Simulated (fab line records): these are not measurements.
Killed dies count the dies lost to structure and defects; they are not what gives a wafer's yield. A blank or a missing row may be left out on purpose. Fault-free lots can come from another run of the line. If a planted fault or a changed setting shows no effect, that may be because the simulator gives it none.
fab line records	flow gf180mcu
record: lots: 24	wafers: 72	last_day: 34
route steps=602 shown V3@450 V4@494 V5@543
lots that met no fault: taken from a fault-free run of the same line
start_h: start of the lot's first displayed wafer, in hours after the record's first day	wait_h: hours since the lot's step before	" repeats the value in the row above	L1.1+2: several wafers, shown together as one row	- no value, or no start given	* or withheld: withheld	< > ~ a bound
route shown NAME@n: NAME is a module with steps in the file, n the number in the route of the first one	usual: mean and standard deviation over wafers with no fault	same: alike in all rows	chamber/n: place in a boat	sites: per-site readings	_std_site: standard deviation across them	_edge_site: inner sites' mean taken away from outer sites' mean	radius_mm: how far each site lies from the wafer's centre	mask NAME#n: copy n	behind: the tool/chamber that last shaped the wafer	hold: why the lot was held/for how many hours/how that ended	device: the n, p or np transistor that did not switch	end of line: the tests these same wafers got at the end of their route	a step with no rows: only its recipe	killed: at the first sort, the dies lost to defects and structure; wafer yield is something else	map: shows each die of a wafer: x if killed, . if not, _ if none is there
set.NAME: the setting the step ran with; set.NAME@STEP: the setting that earlier step ran with	model.NAME: the simulator's own value behind a step, which no gauge read
steps of the route over a sample of lots; a table a step, a row a wafer
services: when a tool's chamber went out of use (start_h, in hours from the record's first day, below 0 if earlier), for how many hours, and the reason
== steps ==
step: GF_V3_SPUTTER_21
recipe: material: Ti	target_thk_nm: 15	chamber_pressure_pa: 5	power_w: 2500	substrate_temp_c: 200	time_s: 80.02
usual: throttle_valve_pct: 29.8/1
lot.wafer	tool	chamber	start_h	wait_h	throttle_valve_pct
L074.4	pvd_sputter-03	-	506.59	0.0	31.4
L074.5	"	-	"	"	30.5
L074.6	"	-	"	"	30.1
L075.4	pvd_sputter-02	-	522.25	0.0	31.3
L075.5	"	-	"	"	29.8
L075.6	"	-	"	"	31.4
L076.2	pvd_sputter-03	-	531.76	0.0	31.7
L076.3	"	-	"	"	28.4
L076.4	"	-	"	"	29.8
L077.1	pvd_sputter-02	-	536.19	0.0	29.6
L077.2	"	-	"	"	29.3
L077.6	"	-	"	"	30.0
L078.1	pvd_sputter-01	-	551.96	0.0	30.0
L078.4	"	-	"	"	28.6
L078.5	"	-	"	"	30.0
L079.2	pvd_sputter-01	-	558.17	0.0	29.9
L079.4	"	-	"	"	28.8
L079.6	"	-	"	"	29.6
L080.1	pvd_sputter-03	-	562.55	0.0	29.7
L080.4	"	-	"	"	31.9
L080.6	"	-	"	"	29.8
L081.3	pvd_sputter-01	-	582.38	0.0	30.0
L081.5	"	-	"	"	29.9
L081.6	"	-	"	"	28.4
L082.2	pvd_sputter-03	-	583.07	0.0	30.2
L082.5	"	-	"	"	28.5
L082.6	"	-	"	"	31.8
L083.1	pvd_sputter-02	-	587.35	0.0	30.1
L083.3	"	-	"	"	29.6
L083.4	"	-	"	"	29.3
L084.1	pvd_sputter-03	-	602.04	0.0	28.4
L084.3	"	-	"	"	31.9
L084.5	"	-	"	"	28.7
L085.3	pvd_sputter-02	-	608.86	0.0	29.4
L085.5	"	-	"	"	31.5
L085.6	"	-	"	"	29.5
L086.1	pvd_sputter-03	-	616.00	0.0	30.4
L086.4	"	-	"	"	31.8
L086.6	"	-	"	"	29.4
L087.1	pvd_sputter-02	-	622.55	0.0	31.2
L087.2	"	-	"	"	29.7
L087.4	"	-	"	"	29.4
L088.2	pvd_sputter-01	-	632.29	0.0	29.9
L088.3	"	-	"	"	28.7
L088.5	"	-	"	"	28.0
L089.2	pvd_sputter-01	-	639.28	0.0	28.5
L089.3	"	-	"	"	28.6
L089.4	"	-	"	"	29.4
L090.2	pvd_sputter-01	-	643.15	0.0	28.6
L090.5	"	-	"	"	30.3
L090.6	"	-	"	"	29.5
L091.2	pvd_sputter-03	-	652.01	0.0	29.6
L091.4	"	-	"	"	30.2
L091.5	"	-	"	"	28.7
L092.4	pvd_sputter-02	-	656.92	0.0	31.3
L092.5	"	-	"	"	31.4
L092.6	"	-	"	"	29.5
L093.3	pvd_sputter-01	-	663.27	0.0	28.4
L093.5	"	-	"	"	30.2
L093.6	"	-	"	"	28.4
L094.1	pvd_sputter-02	-	668.60	0.0	31.1
L094.2	"	-	"	"	29.7
L094.6	"	-	"	"	30.1
L095.1	pvd_sputter-03	-	677.20	0.0	29.7
L095.2	"	-	"	"	31.6
L095.3	"	-	"	"	28.6
L096.2	pvd_sputter-01	-	685.68	0.0	28.5
L096.3	"	-	"	"	29.8
L096.4	"	-	"	"	29.0
L097.1	pvd_sputter-03	-	691.12	0.0	30.2
L097.5	"	-	"	"	29.9
L097.6	"	-	"	"	31.5
step: GF_V3_THK_MEAS_25
recipe: thk_meas_gauge: xrf	reads: W_of_V3_CVD_23
usual: V3_W_THK: 363/4.8
lot.wafer	tool	chamber	start_h	wait_h	V3_W_THK[nm]
L074.4	film_metro-02	-	506.95	0.1	361
L074.5	"	-	"	"	369
L074.6	"	-	"	"	360
L075.4	film_metro-02	-	522.61	0.1	366
L075.5	"	-	"	"	362
L075.6	"	-	"	"	364
L076.2	film_metro-01	-	532.10	0.1	357
L076.3	"	-	"	"	356
L076.4	"	-	"	"	358
L077.1	film_metro-04	-	536.53	0.1	361
L077.2	"	-	"	"	358
L077.6	"	-	"	"	362
L078.1	film_metro-01	-	552.30	0.1	370
L078.4	"	-	"	"	363
L078.5	"	-	"	"	362
L079.2	film_metro-01	-	558.51	0.1	369
L079.4	"	-	"	"	355
L079.6	"	-	"	"	359
L080.1	film_metro-02	-	562.88	0.1	367
L080.4	"	-	"	"	364
L080.6	"	-	"	"	367
L081.3	film_metro-01	-	582.74	0.1	370
L081.5	"	-	"	"	360
L081.6	"	-	"	"	372
L082.2	film_metro-04	-	583.42	0.1	365
L082.5	"	-	"	"	364
L082.6	"	-	"	"	363
L083.1	film_metro-02	-	587.68	0.1	361
L083.3	"	-	"	"	363
L083.4	"	-	"	"	358
L084.1	film_metro-04	-	602.38	0.1	363
L084.3	"	-	"	"	366
L084.5	"	-	"	"	363
L085.3	film_metro-02	-	609.21	0.1	370
L085.5	"	-	"	"	366
L085.6	"	-	"	"	367
L086.1	film_metro-04	-	616.33	0.1	369
L086.4	"	-	"	"	373
L086.6	"	-	"	"	365
L087.1	film_metro-01	-	622.88	0.1	362
L087.2	"	-	"	"	368
L087.4	"	-	"	"	368
L088.2	film_metro-04	-	632.63	0.1	365
L088.3	"	-	"	"	363
L088.5	"	-	"	"	362
L089.2	film_metro-04	-	639.62	0.1	369
L089.3	"	-	"	"	360
L089.4	"	-	"	"	366
L090.2	film_metro-04	-	643.49	0.1	361
L090.5	"	-	"	"	361
L090.6	"	-	"	"	365
L091.2	film_metro-04	-	652.35	0.1	358
L091.4	"	-	"	"	369
L091.5	"	-	"	"	360
L092.4	film_metro-01	-	657.28	0.1	365
L092.5	"	-	"	"	362
L092.6	"	-	"	"	371
L093.3	film_metro-01	-	663.62	0.1	350
L093.5	"	-	"	"	360
L093.6	"	-	"	"	355
L094.1	film_metro-04	-	668.93	0.1	365
L094.2	"	-	"	"	361
L094.6	"	-	"	"	360
L095.1	film_metro-01	-	677.53	0.1	357
L095.2	"	-	"	"	357
L095.3	"	-	"	"	355
L096.2	film_metro-04	-	686.02	0.1	363
L096.3	"	-	"	"	368
L096.4	"	-	"	"	360
L097.1	film_metro-01	-	691.45	0.1	352
L097.5	"	-	"	"	354
L097.6	"	-	"	"	356
step: GF_V4_STRIP_18
recipe: chemistry: O2/N2	power_w: 1400	pressure_mtorr: 1500	platen_temp_c: 250	o2_flow_sccm: 3000	n2_flow_sccm: 300	overash_fraction: 0.5
usual: chamber_pressure_mTorr: 1499.9/1.3	drypump_motor_current_A: 5.76/0.29	heater_power_w: 339/25	oes_product_au: 0.593/0.0045
lot.wafer	tool	chamber	start_h	wait_h	chamber_pressure_mTorr	drypump_motor_current_A	heater_power_w	oes_product_au	rf_hours_counter_h
L074.4	plasma_asher-03	0	556.95	-	1497.9	5.44	325	0.587	-
L074.5	"	1	"	"	1500.3	5.83	330	0.589	-
L074.6	"	0	"	"	1501.6	5.43	329	0.595	-
L075.4	plasma_asher-03	1	570.56	-	1499.7	5.85	322	0.594	-
L075.5	"	1	"	"	1499.5	5.85	329	0.590	-
L075.6	"	0	"	"	1499.8	5.47	323	0.592	-
L076.2	plasma_asher-02	0	580.33	-	1501.1	6.18	378	0.586	49
L076.3	"	0	"	"	1499.2	6.15	372	0.595	-
L076.4	"	1	"	"	1499.7	5.92	310	0.589	-
L077.1	plasma_asher-01	0	584.41	-	1500.9	5.79	378	0.593	92
L077.2	"	1	"	"	1499.5	5.28	346	0.593	92
L077.6	"	0	"	"	1499.2	5.82	363	0.596	-
L078.1	plasma_asher-03	0	596.77	-	1501.0	5.45	319	0.588	85
L078.4	"	0	"	"	1501.2	5.46	320	0.596	-
L078.5	"	1	"	"	1499.6	5.85	326	0.589	-
L079.2	plasma_asher-02	0	603.66	-	1499.7	6.22	379	0.595	51
L079.4	"	0	"	"	1498.5	6.17	374	0.590	-
L079.6	"	1	"	"	1498.6	5.97	309	0.592	-
L080.1	plasma_asher-01	0	607.82	-	1499.1	5.80	384	0.596	94
L080.4	"	0	"	"	1501.0	5.82	369	0.590	-
L080.6	"	0	"	"	1498.7	5.83	378	0.599	-
L081.3	plasma_asher-02	0	626.21	-	1501.8	6.18	379	0.590	-
L081.5	"	0	"	"	1499.1	6.18	372	0.593	-
L081.6	"	1	"	"	1501.0	5.97	308	0.597	-
L082.2	plasma_asher-03	1	627.13	-	1501.2	5.86	328	0.595	88
L082.5	"	1	"	"	1500.7	5.85	331	0.599	-
L082.6	"	0	"	"	1497.7	5.46	315	0.585	-
L083.1	plasma_asher-01	0	630.73	-	1501.6	5.81	374	0.600	96
L083.3	"	0	"	"	1499.6	5.81	366	0.594	-
L083.4	"	1	"	"	1499.9	5.28	348	0.593	-
L084.1	plasma_asher-02	1	645.47	-	1499.3	5.96	313	0.593	56
L084.3	"	1	"	"	1501.2	5.97	304	0.591	-
L084.5	"	0	"	"	1499.5	6.16	380	0.596	-
L085.3	plasma_asher-03	0	652.16	-	1499.8	5.45	325	0.594	-
L085.5	"	0	"	"	1501.0	5.46	329	0.594	-
L085.6	"	1	"	"	1499.6	5.84	334	0.597	-
L086.1	plasma_asher-03	1	658.33	-	1503.0	5.80	327	0.596	92
L086.4	"	0	"	"	1498.8	5.45	324	0.599	-
L086.6	"	0	"	"	1499.1	5.44	323	0.595	-
L087.1	plasma_asher-02	0	665.22	-	1499.8	6.14	369	0.596	57
L087.2	"	1	"	"	1500.4	5.97	308	0.590	57
L087.4	"	1	"	"	1499.8	5.99	312	0.592	-
L088.2	plasma_asher-03	1	674.66	-	1497.0	5.82	326	0.590	94
L088.3	"	1	"	"	1498.0	5.85	327	0.588	-
L088.5	"	1	"	"	1501.5	5.83	329	0.597	-
L089.2	plasma_asher-03	1	680.63	-	1501.6	5.86	324	0.594	94
L089.3	"	0	"	"	1499.8	5.45	333	0.591	-
L089.4	"	1	"	"	1499.4	5.86	328	0.588	-
L090.2	plasma_asher-02	0	684.68	-	1500.5	6.18	371	0.588	59
L090.5	"	0	"	"	1500.9	6.17	371	0.595	-
L090.6	"	1	"	"	1498.9	5.96	312	0.598	-
L091.2	plasma_asher-01	1	693.67	-	1498.8	5.28	335	0.595	103
L091.4	"	0	"	"	1500.6	5.78	376	0.595	-
L091.5	"	0	"	"	1500.3	5.80	370	0.604	-
L092.4	plasma_asher-01	0	697.86	-	1498.9	5.79	368	0.601	-
L092.5	"	1	"	"	1501.5	5.28	338	0.591	-
L092.6	"	0	"	"	1500.7	5.80	368	0.598	-
L093.3	plasma_asher-03	0	702.80	-	1500.8	5.46	325	0.599	-
L093.5	"	0	"	"	1502.0	5.48	317	0.599	-
L093.6	"	1	"	"	1499.3	5.85	321	0.596	-
L094.1	plasma_asher-02	0	709.01	-	1501.4	6.18	377	0.598	62
L094.2	"	1	"	"	1497.2	5.95	303	0.593	62
L094.6	"	0	"	"	1501.4	6.22	374	0.589	-
L095.1	plasma_asher-02	1	717.06	-	1500.9	5.96	308	0.594	63
L095.2	"	0	"	"	1499.9	6.20	380	0.599	63
L095.3	"	1	"	"	1498.4	5.95	318	0.597	-
L096.2	plasma_asher-03	1	724.31	-	1500.0	5.85	321	0.598	99
L096.3	"	1	"	"	1497.6	5.85	329	0.598	-
L096.4	"	0	"	"	1500.5	5.44	321	0.590	-
L097.1	plasma_asher-01	0	730.32	-	1502.2	5.82	366	0.594	106
L097.5	"	0	"	"	1499.8	5.82	372	0.596	-
L097.6	"	1	"	"	1499.9	5.27	336	0.592	-
step: GF_V5_THK_MEAS_03
recipe: reads: SiO2_of_V5_CVD_02
usual: V5_CVD_02_THK: 1443/19
lot.wafer	tool	chamber	start_h	wait_h	V5_CVD_02_THK[nm]
L074.4	film_metro-04	-	603.96	0.0	1481
L074.5	"	-	"	"	1462
L074.6	"	-	"	"	1445
L075.4	film_metro-04	-	615.86	0.0	1436
L075.5	"	-	"	"	1449
L075.6	"	-	"	"	1453
L076.2	film_metro-01	-	624.49	0.1	1426
L076.3	"	-	"	"	1409
L076.4	"	-	"	"	1443
L077.1	film_metro-04	-	628.90	0.1	1442
L077.2	"	-	"	"	1428
L077.6	"	-	"	"	1444
L078.1	film_metro-02	-	640.88	0.1	1414
L078.4	"	-	"	"	1450
L078.5	"	-	"	"	1443
L079.2	film_metro-04	-	647.84	0.2	1443
L079.4	"	-	"	"	1458
L079.6	"	-	"	"	1448
L080.1	film_metro-02	-	650.68	0.1	1435
L080.4	"	-	"	"	1449
L080.6	"	-	"	"	1451
L081.3	film_metro-02	-	669.10	0.1	1408
L081.5	"	-	"	"	1445
L081.6	"	-	"	"	1427
L082.2	film_metro-01	-	669.75	0.1	1420
L082.5	"	-	"	"	1457
L082.6	"	-	"	"	1471
L083.1	film_metro-01	-	673.99	0.1	1443
L083.3	"	-	"	"	1424
L083.4	"	-	"	"	1456
L084.1	film_metro-04	-	686.68	0.1	1445
L084.3	"	-	"	"	1444
L084.5	"	-	"	"	1460
L085.3	film_metro-01	-	693.96	0.1	1392
L085.5	"	-	"	"	1449
L085.6	"	-	"	"	1451
L086.1	film_metro-04	-	698.96	0.1	1446
L086.4	"	-	"	"	1469
L086.6	"	-	"	"	1438
L087.1	film_metro-01	-	704.97	0.1	1458
L087.2	"	-	"	"	1448
L087.4	"	-	"	"	1474
L088.2	film_metro-04	-	715.19	0.1	1414
L088.3	"	-	"	"	1447
L088.5	"	-	"	"	1446
L089.2	film_metro-04	-	720.18	0.1	1413
L089.3	"	-	"	"	1431
L089.4	"	-	"	"	1448
L090.2	film_metro-02	-	723.83	0.1	1414
L090.5	"	-	"	"	1461
L090.6	"	-	"	"	1439
L091.2	film_metro-01	-	732.68	0.1	1443
L091.4	"	-	"	"	1449
L091.5	"	-	"	"	1459
L092.4	film_metro-04	-	737.29	0.0	1456
L092.5	"	-	"	"	1454
L092.6	"	-	"	"	1436
L093.3	film_metro-02	-	740.85	0.1	1441
L093.5	"	-	"	"	1439
L093.6	"	-	"	"	1445
L094.1	film_metro-02	-	746.56	0.1	1436
L094.2	"	-	"	"	1431
L094.6	"	-	"	"	1462
L095.1	film_metro-01	-	754.62	0.1	1465
L095.2	"	-	"	"	1443
L095.3	"	-	"	"	1451
L096.2	film_metro-01	-	760.80	0.1	1451
L096.3	"	-	"	"	1459
L096.4	"	-	"	"	1469
L097.1	film_metro-04	-	765.41	0.1	1417
L097.5	"	-	"	"	1446
L097.6	"	-	"	"	1452
step: GF_V5_ETCH_16
recipe: chemistry: N2/H2	target_depth_a: withheld	overetch_a: withheld	time_s: withheld	target: BARC	ion_energy_ev: 200	source_w: 500	bias_w: 100	pressure_mtorr: 30	n2_flow_sccm: 100	h2_flow_sccm: 200
usual: chamber_pressure_mTorr: 30.00/0.037	drypump_motor_current_A: 5.8/0.54	oes_product_au: 0.855/0.0047	rf_fwd_power_W: 494.8/2	throttle_valve_pct: 13.224/0.0086
lot.wafer	tool	chamber	start_h	wait_h	chamber_pressure_mTorr	drypump_motor_current_A	oes_product_au	rf_fwd_power_W	throttle_valve_pct
L074.4	rie_diel-01	0	625.14	0.0	30.03	6.2	0.853	494.8	13.229
L074.5	"	0	"	"	29.97	6.3	0.854	494.3	13.207
L074.6	"	3	"	"	29.94	6.8	0.854	497.4	13.216
L075.4	rie_diel-01	1	636.63	0.0	29.99	5.7	0.857	494.3	13.243
L075.5	"	0	"	"	29.96	6.3	0.854	494.1	13.239
L075.6	"	1	"	"	29.98	5.7	0.854	493.1	13.222
L076.2	rie_diel-02	1	645.26	0.0	29.98	5.6	0.861	493.8	13.228
L076.3	"	0	"	"	30.05	5.6	0.852	494.0	13.218
L076.4	"	3	"	"	29.99	6.5	0.851	490.6	13.218
L077.1	rie_diel-01	0	649.61	0.0	30.04	6.3	0.856	497.6	13.222
L077.2	"	2	"	"	29.99	6.4	0.863	496.6	13.229
L077.6	"	1	"	"	29.96	5.7	0.862	493.8	13.213
L078.1	rie_diel-02	1	661.64	0.0	29.99	5.6	0.861	493.7	13.219
L078.4	"	0	"	"	29.99	5.6	0.857	494.5	13.210
L078.5	"	2	"	"	29.97	5.2	0.863	492.5	13.224
L079.2	rie_diel-04	3	668.51	0.0	29.96	4.7	0.863	491.7	13.221
L079.4	"	1	"	"	29.97	5.8	0.855	497.9	13.225
L079.6	"	2	"	"	29.99	5.6	0.853	496.3	13.228
L080.1	rie_diel-01	0	671.29	0.0	30.00	6.3	0.855	491.7	13.222
L080.4	"	1	"	"	29.97	5.7	0.851	496.4	13.224
L080.6	"	1	"	"	29.98	5.7	0.845	495.0	13.224
L081.3	rie_diel-04	1	688.99	0.0	30.00	5.8	0.854	497.0	13.213
L081.5	"	1	"	"	29.95	5.8	0.855	495.8	13.236
L081.6	"	0	"	"	30.02	5.5	0.858	493.4	13.231
L082.2	rie_diel-02	0	689.45	0.0	30.02	5.6	0.860	494.8	13.227
L082.5	"	3	"	"	29.99	6.6	0.846	492.4	13.226
L082.6	"	2	"	"	29.96	5.2	0.867	496.8	13.220
L083.1	rie_diel-01	2	693.53	0.0	30.03	6.4	0.856	493.8	13.233
L083.3	"	0	"	"	30.00	6.3	0.860	494.2	13.237
L083.4	"	1	"	"	30.01	5.7	0.852	496.7	13.235
L084.1	rie_diel-01	2	705.62	0.0	30.01	6.4	0.860	495.1	13.223
L084.3	"	1	"	"	30.01	5.7	0.863	495.6	13.227
L084.5	"	1	"	"	30.01	5.7	0.859	496.6	13.209
L085.3	rie_diel-01	2	712.48	0.0	29.95	6.4	0.864	495.7	13.226
L085.5	"	0	"	"	30.01	6.3	0.856	492.7	13.223
L085.6	"	1	"	"	29.91	5.7	0.858	496.8	13.235
L086.1	rie_diel-02	2	717.31	0.0	30.03	5.2	0.862	496.9	13.220
L086.4	"	1	"	"	30.04	5.5	0.862	493.7	13.230
L086.6	"	2	"	"	29.98	5.2	0.861	497.8	13.221
L087.1	rie_diel-01	3	723.29	0.0	30.05	6.8	0.853	495.8	13.213
L087.2	"	2	"	"	29.97	6.4	0.856	495.7	13.229
L087.4	"	1	"	"	29.96	5.7	0.860	494.8	13.226
L088.2	rie_diel-02	2	733.01	0.0	30.04	5.3	0.858	495.6	13.223
L088.3	"	3	"	"	29.96	6.6	0.855	489.8	13.218
L088.5	"	0	"	"	30.01	5.7	0.845	497.8	13.227
L089.2	rie_diel-04	2	738.61	0.0	30.03	5.7	0.866	492.3	13.226
L089.3	"	0	"	"	29.97	5.5	0.857	497.1	13.229
L089.4	"	1	"	"	30.04	5.8	0.857	494.8	13.234
L090.2	rie_diel-04	2	742.09	0.0	30.00	5.7	0.855	494.5	13.211
L090.5	"	1	"	"	30.05	5.8	0.853	497.0	13.228
L090.6	"	0	"	"	29.94	5.5	0.861	494.4	13.215
L091.2	rie_diel-01	2	750.34	0.0	30.00	6.4	0.857	496.9	13.221
L091.4	"	3	"	"	29.99	6.8	0.859	496.2	13.218
L091.5	"	1	"	"	30.00	5.7	0.851	493.1	13.217
L092.4	rie_diel-04	0	754.44	0.0	29.96	5.6	0.857	494.3	13.220
L092.5	"	2	"	"	29.99	5.7	0.847	495.0	13.242
L092.6	"	3	"	"	30.03	4.6	0.860	493.4	13.235
L093.3	rie_diel-04	2	758.03	0.0	30.03	5.7	0.851	493.3	13.216
L093.5	"	3	"	"	29.99	4.7	0.849	492.7	13.236
L093.6	"	0	"	"	30.00	5.5	0.856	495.1	13.214
L094.1	rie_diel-02	3	762.19	0.0	30.00	6.5	0.863	491.5	13.232
L094.2	"	1	"	"	29.99	5.6	0.849	493.7	13.208
L094.6	"	0	"	"	30.05	5.6	0.860	493.6	13.218
L095.1	rie_diel-04	2	772.33	0.0	30.06	5.6	0.850	496.6	13.219
L095.2	"	3	"	"	29.99	4.7	0.857	496.1	13.237
L095.3	"	1	"	"	30.01	5.9	0.852	495.6	13.225
L096.2	rie_diel-02	0	777.19	0.0	29.95	5.6	0.851	495.5	13.222
L096.3	"	1	"	"	29.99	5.6	0.853	491.7	13.236
L096.4	"	3	"	"	30.03	6.5	0.856	491.1	13.232
L097.1	rie_diel-04	0	781.54	0.0	30.00	5.5	0.857	493.1	13.222
L097.5	"	3	"	"	30.03	4.7	0.859	494.2	13.219
L097.6	"	2	"	"	30.00	5.6	0.853	494.6	13.224
step: GF_V5_CVD_23
recipe: material: W	target_thk_nm: 350	time_s: 104.9	temp_c: 400	pressure_torr: 40
usual: chamber_pressure_Torr: 40.01/0.097	heater_power_w: 913/40
lot.wafer	tool	chamber	start_h	wait_h	chamber_pressure_Torr	heater_power_w	since_wet_clean_h
L074.4	cvd_w-02	1	625.96	0.1	39.81	900	-
L074.5	"	0	"	"	39.95	856	-
L074.6	"	1	"	"	39.92	896	-
L075.4	cvd_w-02	1	637.49	0.1	39.98	921	-
L075.5	"	1	"	"	39.98	910	-
L075.6	"	0	"	"	40.19	893	-
L076.2	cvd_w-02	0	646.04	0.0	40.02	857	742
L076.3	"	1	"	"	39.90	887	-
L076.4	"	0	"	"	39.98	871	-
L077.1	cvd_w-01	0	650.39	0.0	39.96	865	246
L077.2	"	1	"	"	40.03	982	246
L077.6	"	1	"	"	39.89	968	-
L078.1	cvd_w-02	0	662.42	0.0	40.15	867	758
L078.4	"	1	"	"	39.96	905	-
L078.5	"	1	"	"	39.89	923	-
L079.2	cvd_w-01	0	669.29	0.0	39.99	891	265
L079.4	"	1	"	"	40.00	1011	-
L079.6	"	1	"	"	40.03	973	-
L080.1	cvd_w-01	1	672.08	0.0	39.93	980	268
L080.4	"	1	"	"	39.93	957	-
L080.6	"	0	"	"	39.95	865	-
L081.3	cvd_w-01	0	689.89	0.1	39.98	885	-
L081.5	"	0	"	"	40.02	882	-
L081.6	"	1	"	"	40.21	977	-
L082.2	cvd_w-02	0	690.28	0.0	39.98	865	786
L082.5	"	1	"	"	40.12	896	-
L082.6	"	0	"	"	39.98	878	-
L083.1	cvd_w-02	0	694.32	0.0	39.99	880	790
L083.3	"	1	"	"	39.93	907	-
L083.4	"	0	"	"	39.87	889	-
L084.1	cvd_w-01	1	706.41	0.0	40.06	963	302
L084.3	"	0	"	"	39.72	880	-
L084.5	"	1	"	"	40.02	980	-
L085.3	cvd_w-01	1	713.31	0.1	40.20	963	-
L085.5	"	0	"	"	39.96	888	-
L085.6	"	1	"	"	40.13	973	-
L086.1	cvd_w-01	1	718.18	0.0	40.00	967	314
L086.4	"	0	"	"	39.91	904	-
L086.6	"	1	"	"	40.06	988	-
L087.1	cvd_w-01	1	724.07	0.0	39.91	983	320
L087.2	"	0	"	"	40.25	918	320
L087.4	"	0	"	"	40.04	897	-
L088.2	cvd_w-01	1	733.80	0.0	39.98	992	330
L088.3	"	0	"	"	40.06	893	-
L088.5	"	0	"	"	40.14	903	-
L089.2	cvd_w-02	1	739.39	0.0	40.01	920	835
L089.3	"	1	"	"	40.05	907	-
L089.4	"	0	"	"	40.01	880	-
L090.2	cvd_w-02	0	742.87	0.0	40.05	872	839
L090.5	"	0	"	"	40.01	884	-
L090.6	"	1	"	"	39.90	910	-
L091.2	cvd_w-02	0	751.12	0.0	39.95	885	847
L091.4	"	1	"	"	40.21	882	-
L091.5	"	0	"	"	40.02	875	-
L092.4	cvd_w-01	1	755.27	0.1	40.05	974	-
L092.5	"	0	"	"	40.03	879	-
L092.6	"	1	"	"	40.01	980	-
L093.3	cvd_w-02	1	758.85	0.1	40.07	914	-
L093.5	"	0	"	"	39.94	883	-
L093.6	"	1	"	"	40.00	872	-
L094.1	cvd_w-01	0	762.97	0.0	40.06	899	359
L094.2	"	1	"	"	39.97	939	359
L094.6	"	1	"	"	39.90	962	-
L095.1	cvd_w-01	1	773.15	0.0	39.90	1000	369
L095.2	"	0	"	"	39.91	904	369
L095.3	"	1	"	"	39.98	994	-
L096.2	cvd_w-02	0	777.98	0.0	39.90	890	874
L096.3	"	1	"	"	40.00	904	-
L096.4	"	0	"	"	40.04	910	-
L097.1	cvd_w-01	1	782.32	0.0	40.09	959	378
L097.5	"	1	"	"	39.93	979	-
L097.6	"	0	"	"	40.14	875	-
== services ==
tool	chamber	start_h	hours	kind
pvd_sputter-01	-	486.16	3.1	repair
rie_diel-04	1	491.78	3.8	repair
rie_diel-04	-	499.28	0.5	repair
rie_diel-01	3	515.46	3.3	repair
plasma_asher-03	-	517.88	13.3	repair
cvd_w-01	-	520.15	6.9	pm
pvd_sputter-03	-	528.77	2.3	repair
rie_diel-01	2	529.65	5.2	repair
rie_diel-02	2	549.95	2.7	repair
rie_diel-02	3	551.45	3.5	repair
rie_diel-01	3	578.89	19.4	repair
rie_diel-02	-	588.04	2.8	pm
cvd_w-02	-	631.55	2.8	pm
rie_diel-04	0	637.81	4.6	repair
rie_diel-04	3	644.32	1.3	repair
plasma_asher-02	-	648.83	1.2	repair
plasma_asher-02	-	658.36	3.0	repair
rie_diel-01	1	671.76	1.5	repair
plasma_asher-02	-	679.94	2.7	repair
cvd_w-02	-	713.38	1.6	repair
plasma_asher-02	-	735.07	2.1	repair
rie_diel-04	-	763.50	2.2	repair
rie_diel-04	0	767.80	7.8	repair
plasma_asher-02	-	768.65	2.9	repair
== key ==
fault none
